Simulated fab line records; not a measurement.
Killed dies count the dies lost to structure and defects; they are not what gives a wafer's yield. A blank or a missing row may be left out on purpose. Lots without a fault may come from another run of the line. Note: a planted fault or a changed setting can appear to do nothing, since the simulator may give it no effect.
A struck lot beside a sound one || flow sky130 || 44 out of 708 route steps
Sound: wafers L138.2, L138.3, L138.6. Struck: wafer L143.4 (left out: L143.6, a lot-mate that was not struck); the cause follows at the end.
For every step that has rows: the tool of each side, followed by ch and its chambers, followed by its first start. Under that, the readings that differ: sound wafers || struck wafers || difference of the means || sigmas: that difference in standard deviations of wafers without a fault.
alike: readings whose means differ by less than 2 such deviations, and words and numbers that are the same on both sides. not compared: withheld readings, readings that some wafer has no value for, bounds like >300 that may hide the same value, and numbers for which the record gives no deviation and whose values overlap.
Wherever a step has rows on one side only, a row that says differs or no value, or a row with sigmas, the two part there. Numbers that have no deviation but don't overlap get no sigmas and don't part them. Lack of a reading on every wafer of one side parts them only where that side has two or more wafers.

first, 1 step without rows for these wafers: SKY_METAL2_DEVELOP_14 (develop time 60 s).
SKY_METAL2_CD_MEAS_15 targets a cd of 140 nm.
  sound on cd sem-01, day 36 08:07; struck on cd sem-01, day 38 13:51
  alike: cd nm
SKY_METAL2_OVL_MEAS_16:
  sound on overlay-01, day 36 08:13; struck on overlay-02, day 38 13:55
  alike: METAL2_OVL
then, 1 step without rows for these wafers: SKY_METAL2_DESCUM_17 (chemistry O2, time 8 s).
SKY_METAL2_ETCH_18: etches BARC in N2/H2, stops on SiO2, time 45.9 s, target depth 60 nm.
  sound on rie metal-04 ch 0, day 36 08:17; struck on rie metal-01 ch 0, day 38 14:04
  alike: drypump motor current A, h2 flow sccm, oes product au, throttle valve pct
  not compared: rf hours counter h
then, 1 step without rows for these wafers: SKY_METAL2_METAL_ETCH_19 (etches the open film in Cl2/BCl3, stops on SiO2, target depth 360 nm, time 78 s).
SKY_METAL2_STRIP_20: strips in O2/N2.
  sound on plasma asher-03 ch 0, day 36 08:26; struck on plasma asher-01 ch 0, day 38 14:21
{"reading": "drypump motor current A (A)", "sound": "6.2 6.2 6.1", "struck": 5.2, "difference": -1.0, "sigmas": -2}
{"reading": "strip time to endpoint s (s)", "sound": "2.78 2.79 2.79", "struck": 2.70, "difference": -0.09, "sigmas": -3}
  alike: oes product au
  not compared: rf hours counter h
then, 4 steps without rows for these wafers: SKY_METAL2_STRIP_21 (strips in post etch residue remover, time 1200 s); SKY_METAL2_CLEAN_22 (cleans in IPA, time 180 s); SKY_METAL2_CLEAN_23 (cleans in O3/DIW); SKY_VIA2_HDPCVD_00 (deposits SiO2, target thk 1180 nm, time 196.7 s).
SKY_VIA2_THK_MEAS_01:
  sound on film metro-04, day 36 09:10; struck on film metro-04, day 38 15:04
  alike: VIA2_HDPCVD_THK
SKY_VIA2_CMP_02: polishes SiO2.
  sound on cmp-01 ch 1,3, day 36 09:16; struck on cmp-01 ch 1, day 38 15:08
{"reading": "model.SiO2_of_VIA2_HDPCVD_00.thk nm (nm)", "sound": "496 495.1 495.7", "struck": 445.1, "difference": -50.5, "sigmas": ""}
  alike: motor current A
SKY_VIA2_BOW_MEAS_03:
  sound on film metro-04, day 36 09:32; struck on film metro-01, day 38 15:27
  alike: VIA2_BOW
then, 8 steps without rows for these wafers: SKY_VIA2_DEHYDRATE_04 (time 60 s); SKY_VIA2_HMDS_05 (prime time 60 s); SKY_VIA2_COAT_06 (resist thk 60 nm); SKY_VIA2_COAT_07 (resist thk 450 nm); SKY_VIA2_SOFTBAKE_08 (time 90 s); SKY_VIA2_EXPOSE_09 (exposes mask VIM2, target cd 200 nm); SKY_VIA2_PEB_10; SKY_VIA2_DEVELOP_11 (develop time 60 s).
SKY_VIA2_CD_MEAS_12 targets a cd of 200 nm.
  sound on cd sem-01, day 37 11:49; struck on cd sem-02, day 39 16:34
  alike: cd nm
SKY_VIA2_OVL_MEAS_13:
  sound on overlay-02, day 37 11:56; struck on overlay-01, day 39 16:38
  alike: VIA2_OVL
SKY_VIA2_ETCH_14: etches BARC in N2/H2, stops on SiO2, time 45.9 s, target depth 60 nm.
  sound on rie diel-02 ch 1,2,3, day 37 11:58; struck on rie diel-02 ch 1, day 39 16:40
  alike: drypump motor current A, h2 flow sccm, oes product au, throttle valve pct
  not compared: rf hours counter h
SKY_VIA2_ETCH_15: etches SiO2 in C4F8/O2/Ar, stops on TiN, target depth 546 nm, time 84 s.
  sound on rie diel-02 ch 1,2,3, day 37 12:00; struck on rie diel-02 ch 1, day 39 16:42
{"reading": "oes product au (a.u.)", "sound": "0.938 0.943 0.947", "struck": 0.886, "difference": -0.057, "sigmas": -13}
{"reading": "model.etch.depth nm (nm)", "sound": "496 495.1 495.7", "struck": 445.1, "difference": -50.5, "sigmas": ""}
{"reading": "model.VIA2.feature depth nm (nm)", "sound": "496 495.1 495.7", "struck": 445.1, "difference": -50.5, "sigmas": ""}
  not compared: rf hours counter h
then, 6 steps without rows for these wafers: SKY_VIA2_STRIP_16 (strips in O2/N2); SKY_VIA2_STRIP_17 (strips in post etch residue remover, time 1200 s); SKY_VIA2_CLEAN_18 (cleans in IPA, time 180 s); SKY_VIA2_CLEAN_19 (cleans in O3/DIW); SKY_VIA2_SPUTTER_20 (material TiN, target thk 20 nm, time 80 s); SKY_VIA2_CVD_21 (deposits W, target thk 420 nm, time 126.4 s).
SKY_VIA2_RS_MEAS_22: uses a four-point probe to measure.
  sound on film metro-01, day 37 12:52; struck on film metro-03, day 39 17:40
  alike: VIA2_W_RS
SKY_VIA2_THK_MEAS_23: measures by xrf.
  sound on film metro-01, day 37 12:59; struck on film metro-03, day 39 17:45
  alike: VIA2_W_THK
SKY_VIA2_CMP_24: polishes, stops on SiO2, t overpolish 20 s, target thk 0 nm.
  sound on cmp-02 ch 1,2, day 37 13:02; struck on cmp-01 ch 3, day 39 18:35
  alike: motor current A
then, 2 steps without rows for these wafers: SKY_METAL3_SPUTTER_00 (material Ti, target thk 15 nm, time 10 s); SKY_METAL3_SPUTTER_01 (material TiN, target thk 20 nm, time 16.7 s).
SKY_METAL3_SPUTTER_02: material AlCu, target thk 735 nm, time 39.1 s.
  sound on pvd sputter-02, day 37 13:23; struck on pvd sputter-02, day 39 18:47
  alike: throttle valve pct
then, 3 steps without rows for these wafers: SKY_METAL3_SPUTTER_03 (material Ti, target thk 5 nm, time 3.3 s); SKY_METAL3_SPUTTER_04 (material TiN, target thk 70 nm, time 58.3 s); SKY_CAPM_CVD_00 (deposits SiO2, target thk 15.5 nm).
SKY_CAPM_THK_MEAS_01:
  sound on film metro-04, day 37 13:31; struck on film metro-02, day 39 18:57
  alike: CAPM_CVD_00_THK
-- the record jumps here: 2 days lie between the struck wafers' starts before and after (it left off in module CAPM and takes up again in module METAL3, whose first step shown is number 532 of the route) --
SKY_METAL3_METAL_ETCH_18: etches the open film in Cl2/BCl3, stops on SiO2, target depth 845 nm, time 183.1 s.
  sound on rie metal-02 ch 1, day 39 16:25; struck on rie metal-04 ch 1, day 41 19:13
{"reading": "model.SiO2_of_VIA2_HDPCVD_00.thk nm (nm)", "sound": "466.8 465.6 466.4", "struck": 415.2, "difference": -51.1, "sigmas": ""}
  alike: drypump motor current A, oes product au, throttle valve pct
  not compared: rf hours counter h
-- the record jumps here: 7 days lie between the struck wafers' starts before and after (it left off in module METAL3 and takes up again in module PAD_OPEN, whose first step shown is number 708 of the route) --
SKY_PAD_OPEN_PROBE_99:
  sound on prober-02, day 46 18:25; struck on prober-02, day 48 14:16
{"reading": "killed at other", "sound": "0 0 0", "struck": 2, "difference": "+2", "sigmas": "+4"}
{"reading": "sort_bin_6_memory (%)", "sound": "5.7 6.9 6.1", "struck": 8.7, "difference": "+2.5", "sigmas": "+2"}
  alike: defect limited yield, killed_at_M0_to_M3, killed_at_M4_up, killed at contacts, killed at front end, killed dies, killed open, killed short, sort_bin_3_pad_short, sort_bin_5_function, sort n pass, sort yield pct

WHERE THEY PART
First at SKY_METAL2_STRIP_20; last, within this record, at SKY_PAD_OPEN_PROBE_99.

WHY: whatever the simulator had introduced
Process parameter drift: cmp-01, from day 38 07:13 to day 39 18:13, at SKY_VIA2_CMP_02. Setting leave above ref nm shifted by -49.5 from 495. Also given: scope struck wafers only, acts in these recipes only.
